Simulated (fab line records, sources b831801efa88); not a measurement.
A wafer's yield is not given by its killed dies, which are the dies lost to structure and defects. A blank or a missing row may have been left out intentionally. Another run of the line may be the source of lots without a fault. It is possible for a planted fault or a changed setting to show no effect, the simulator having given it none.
Which tool is to blame? + flow sky130 + Sampling: 24 lots, 72 wafers, 5 of 708 route steps

== WHAT EACH GAUGE READ, for each wafer ==
SKY_METAL2_OVL_MEAS_16. Usual: METAL2_OVL typically reads 6 nm, with standard deviation 6.3.
| lot  | measured     | on         | METAL2_OVL (nm) | flag |
|------|--------------|------------|-----------------|------|
| L074 | day 35 21:47 | overlay-02 | 2 7 -4          |      |
| L075 | day 36 10:55 | overlay-02 | 12 3 3          |      |
| L076 | day 36 15:49 | overlay-01 | -5 5 -3         |      |
| L077 | day 36 20:49 | overlay-01 | 11 16 14        |      |
| L078 | day 37 17:56 | overlay-01 | 1 2 4           |      |
| L079 | day 37 22:32 | overlay-02 | 3 -3 6          |      |
| L080 | day 38 04:32 | overlay-01 | 0 0 3           |      |
| L081 | day 38 07:41 | overlay-02 | 4 19 6          |      |
| L082 | day 38 23:10 | overlay-01 | 6 8 24          |      |
| L083 | day 39 00:46 | overlay-01 | -5 -1 4         |      |
| L084 | day 39 03:34 | overlay-01 | -5 5 8          |      |
| L085 | day 39 07:46 | overlay-02 | 2 7 7           |      |
| L086 | day 39 21:11 | overlay-01 | -1 0 2          |      |
| L088 | day 40 04:07 | overlay-01 | 2 19 6          |      |
| L087 | day 40 06:37 | overlay-01 | 7 13 2          |      |
| L089 | day 40 06:49 | overlay-01 | 4 6 8           |      |
| L090 | day 40 15:05 | overlay-02 | 12 10 5         |      |
| L091 | day 40 20:31 | overlay-01 | 5 -7 0          |      |
| L092 | day 41 03:46 | overlay-01 | 7 11 10         |      |
| L093 | day 41 10:10 | overlay-01 | 4 4 5           |      |
| L094 | day 41 14:28 | overlay-02 | -4 -3 -3        |      |
| L095 | day 41 21:33 | overlay-02 | 21 15 14        |      |
| L096 | day 42 04:31 | overlay-01 | 5 8 1           |      |
| L097 | day 42 15:04 | overlay-01 | 11 11 9         |      |

SKY_METAL3_CD_MEAS_13: the cd target is 300 nm. Usual: cd nm reads 300.3 nm (standard deviation 1.5).
| lot  | measured     | on        | cd nm (nm)        | flag |
|------|--------------|-----------|-------------------|------|
| L074 | day 39 09:20 | cd sem-02 | 301.3 301.1 301.5 |      |
| L075 | day 39 21:13 | cd sem-01 | 301.1 300.8 300.1 |      |
| L076 | day 40 01:35 | cd sem-02 | 301.3 301.2 302.5 |      |
| L077 | day 40 07:05 | cd sem-01 | 300.8 300.5 300.6 |      |
| L078 | day 41 02:46 | cd sem-02 | 299.1 298.8 300.0 |      |
| L079 | day 41 08:01 | cd sem-02 | 301.0 300.7 300.4 |      |
| L080 | day 41 12:11 | cd sem-02 | 298.7 299.3 299.6 |      |
| L081 | day 41 15:11 | cd sem-01 | 298.9 297.6 298.1 |      |
| L082 | day 42 06:41 | cd sem-02 | 298.9 299.1 299.2 |      |
| L083 | day 42 08:38 | cd sem-02 | 300.9 300.3 300.5 |      |
| L084 | day 42 10:26 | cd sem-02 | 301.7 299.8 300.6 |      |
| L085 | day 42 14:17 | cd sem-02 | 297.4 298.2 298.3 |      |
| L086 | day 43 02:42 | cd sem-01 | 298.9 299.6 299.3 |      |
| L088 | day 43 10:19 | cd sem-01 | 298.3 297.9 298.4 |      |
| L087 | day 43 11:28 | cd sem-02 | 302.4 303.5 303.0 |      |
| L089 | day 43 12:41 | cd sem-02 | 301.2 300.8 300.0 |      |
| L090 | day 43 19:53 | cd sem-02 | 301.5 299.6 300.3 |      |
| L091 | day 44 00:07 | cd sem-02 | 298.5 299.0 298.0 |      |
| L092 | day 44 08:04 | cd sem-01 | 300.7 301.0 300.1 |      |
| L093 | day 44 14:38 | cd sem-02 | 300.4 299.7 300.1 |      |
| L094 | day 44 17:53 | cd sem-01 | 303.1 303.5 301.4 |      |
| L095 | day 44 22:52 | cd sem-02 | 301.6 302.3 302.2 |      |
| L096 | day 45 08:10 | cd sem-01 | 303.0 302.1 303.6 |      |
| L097 | day 45 17:36 | cd sem-01 | 299.7 298.5 299.9 |      |

SKY_VIA3_OVL_MEAS_13. Usual: VIA3_OVL typically reads 2 nm, with standard deviation 6.2.
| lot  | measured     | on         | VIA3_OVL (nm) | flag |
|------|--------------|------------|---------------|------|
| L074 | day 40 12:07 | overlay-01 | 8 6 3         |      |
| L075 | day 40 23:52 | overlay-02 | -3 4 8        |      |
| L076 | day 41 04:07 | overlay-02 | 2 -4 -3       |      |
| L077 | day 41 10:07 | overlay-02 | 1 1 -3        |      |
| L078 | day 42 05:02 | overlay-02 | 11 6 13       |      |
| L079 | day 42 10:05 | overlay-01 | 4 6 6         |      |
| L080 | day 42 15:23 | overlay-02 | 12 6 9        |      |
| L081 | day 42 16:40 | overlay-02 | 7 2 6         |      |
| L082 | day 43 08:22 | overlay-01 | -4 5 -12      |      |
| L083 | day 43 10:19 | overlay-01 | 2 -1 5        |      |
| L084 | day 43 13:25 | overlay-02 | 13 8 3        |      |
| L085 | day 43 16:10 | overlay-01 | 11 -4 -6      |      |
| L086 | day 44 04:16 | overlay-02 | -6 -4 6       |      |
| L088 | day 44 12:14 | overlay-01 | 5 4 4         |      |
| L087 | day 44 13:23 | overlay-01 | 6 8 10        |      |
| L089 | day 44 14:54 | overlay-01 | 4 2 1         |      |
| L090 | day 44 21:47 | overlay-02 | 4 5 0         |      |
| L091 | day 45 00:40 | overlay-01 | 2 -6 -6       |      |
| L092 | day 45 09:43 | overlay-02 | 10 17 10      |      |
| L093 | day 45 15:23 | overlay-01 | -5 -1 -2      |      |
| L094 | day 45 17:50 | overlay-01 | -2 0 -3       |      |
| L095 | day 45 22:21 | overlay-02 | -8 -12 -7     |      |
| L096 | day 46 07:58 | overlay-01 | 11 9 12       |      |
| L097 | day 46 17:26 | overlay-02 | -5 -3 1       |      |

== WHAT TOOL EACH LOT RAN ON (gives the tool, then ch and the chambers of the sampled wafers, and finally the start) ==
| lot  | SKY_METAL2_SPUTTER_04        | SKY_METAL3_SPUTTER_01        |
|------|------------------------------|------------------------------|
| L074 | pvd sputter-03, day 34 19:17 | pvd sputter-01, day 37 03:49 |
| L075 | pvd sputter-02, day 35 08:19 | pvd sputter-01, day 37 16:41 |
| L076 | pvd sputter-02, day 35 11:49 | pvd sputter-04, day 37 21:15 |
| L077 | pvd sputter-01, day 35 17:45 | pvd sputter-01, day 38 02:49 |
| L078 | pvd sputter-02, day 36 14:39 | pvd sputter-01, day 38 23:17 |
| L079 | pvd sputter-02, day 36 19:23 | pvd sputter-01, day 39 04:19 |
| L080 | pvd sputter-02, day 37 02:02 | pvd sputter-02, day 39 09:31 |
| L081 | pvd sputter-02, day 37 04:52 | pvd sputter-01, day 39 12:59 |
| L082 | pvd sputter-01, day 37 20:55 | pvd sputter-04, day 40 03:30 |
| L083 | pvd sputter-02, day 37 22:15 | pvd sputter-04, day 40 05:53 |
| L084 | pvd sputter-03, day 38 01:00 | pvd sputter-01, day 40 08:07 |
| L085 | pvd sputter-01, day 38 05:43 | pvd sputter-01, day 40 11:59 |
| L086 | pvd sputter-01, day 38 19:40 | pvd sputter-01, day 41 00:56 |
| L088 | pvd sputter-03, day 39 02:05 | pvd sputter-01, day 41 08:31 |
| L087 | pvd sputter-01, day 39 04:59 | pvd sputter-04, day 41 10:32 |
| L089 | pvd sputter-02, day 39 05:17 | pvd sputter-04, day 41 10:55 |
| L090 | pvd sputter-01, day 39 14:08 | pvd sputter-04, day 41 19:59 |
| L091 | pvd sputter-01, day 39 18:41 | pvd sputter-01, day 42 00:09 |
| L092 | pvd sputter-02, day 40 02:47 | pvd sputter-01, day 42 07:01 |
| L093 | pvd sputter-03, day 40 08:48 | pvd sputter-02, day 42 14:07 |
| L094 | pvd sputter-03, day 40 12:29 | pvd sputter-01, day 42 17:23 |
| L095 | pvd sputter-01, day 40 20:15 | pvd sputter-02, day 42 23:55 |
| L096 | pvd sputter-02, day 41 03:54 | pvd sputter-04, day 43 08:38 |
| L097 | pvd sputter-01, day 41 14:05 | pvd sputter-04, day 43 18:06 |
- SKY_METAL2_SPUTTER_04: material TiN, target thk 70 nm, time 58.3 s.
- SKY_METAL3_SPUTTER_01: material TiN, target thk 20 nm, time 16.7 s.

== AS READ BY THE TOOLS THEMSELVES (means over the sampled wafers that have a number; for cases with no such wafer, the mark the record gives instead) ==
SKY_METAL2_SPUTTER_04. Usual: throttle valve pct reads 29.5 % (standard deviation 1).
| lot  | tool           | throttle valve pct (%) | flag |
|------|----------------|------------------------|------|
| L074 | pvd sputter-03 | 28.8                   |      |
| L075 | pvd sputter-02 | 29.9                   |      |
| L076 | pvd sputter-02 | 29.9                   |      |
| L077 | pvd sputter-01 | 29.4                   |      |
| L078 | pvd sputter-02 | 30.7                   |      |
| L079 | pvd sputter-02 | 30.1                   |      |
| L080 | pvd sputter-02 | 30.5                   |      |
| L081 | pvd sputter-02 | 30.0                   |      |
| L082 | pvd sputter-01 | 30.2                   |      |
| L083 | pvd sputter-02 | 30.3                   |      |
| L084 | pvd sputter-03 | 29.2                   |      |
| L085 | pvd sputter-01 | 30.1                   |      |
| L086 | pvd sputter-01 | 29.6                   |      |
| L088 | pvd sputter-03 | 29.2                   |      |
| L087 | pvd sputter-01 | 28.8                   |      |
| L089 | pvd sputter-02 | 30.1                   |      |
| L090 | pvd sputter-01 | 29.4                   |      |
| L091 | pvd sputter-01 | 28.5                   |      |
| L092 | pvd sputter-02 | 30.5                   |      |
| L093 | pvd sputter-03 | 29.2                   |      |
| L094 | pvd sputter-03 | 29.4                   |      |
| L095 | pvd sputter-01 | 28.9                   |      |
| L096 | pvd sputter-02 | 30.2                   |      |
| L097 | pvd sputter-01 | 28.8                   |      |

SKY_METAL3_SPUTTER_01. Usual: throttle valve pct reads 29.9 % (standard deviation 1.4).
| lot  | tool           | throttle valve pct (%) | flag |
|------|----------------|------------------------|------|
| L074 | pvd sputter-01 | 30.2                   |      |
| L075 | pvd sputter-01 | 28.8                   |      |
| L076 | pvd sputter-04 | 29.8                   |      |
| L077 | pvd sputter-01 | 29.0                   |      |
| L078 | pvd sputter-01 | 28.5                   |      |
| L079 | pvd sputter-01 | 29.6                   |      |
| L080 | pvd sputter-02 | 30.2                   |      |
| L081 | pvd sputter-01 | 28.9                   |      |
| L082 | pvd sputter-04 | 31.8                   |      |
| L083 | pvd sputter-04 | 31.7                   |      |
| L084 | pvd sputter-01 | 30.4                   |      |
| L085 | pvd sputter-01 | 29.5                   |      |
| L086 | pvd sputter-01 | 29.6                   |      |
| L088 | pvd sputter-01 | 28.9                   |      |
| L087 | pvd sputter-04 | 31.4                   |      |
| L089 | pvd sputter-04 | 31.2                   |      |
| L090 | pvd sputter-04 | 31.2                   |      |
| L091 | pvd sputter-01 | 28.9                   |      |
| L092 | pvd sputter-01 | 29.1                   |      |
| L093 | pvd sputter-02 | 30.0                   |      |
| L094 | pvd sputter-01 | 28.8                   |      |
| L095 | pvd sputter-02 | 29.9                   |      |
| L096 | pvd sputter-04 | 30.6                   |      |
| L097 | pvd sputter-04 | 30.9                   |      |

== THE ANSWER, worked out from the rows above alone ==
Rule: a lot is off if the mean of its wafers that have a number lies more than 3 standard deviations from the usual mean. Also off: a lot with no number at a reading for which 4 or more lots have one. The other lots that the step has rows for count as sound. First the gauges in route order, then the tools' own readings, where a lot's mean is used as printed above. The first step at which some lot is off is used, and at that step the reading that is off furthest; a lot without a number counts as furthest.
Across all readings shown, no lot is off: no conclusion can be drawn from this.

== WHAT WAS PUT IN BY THE SIMULATOR ==
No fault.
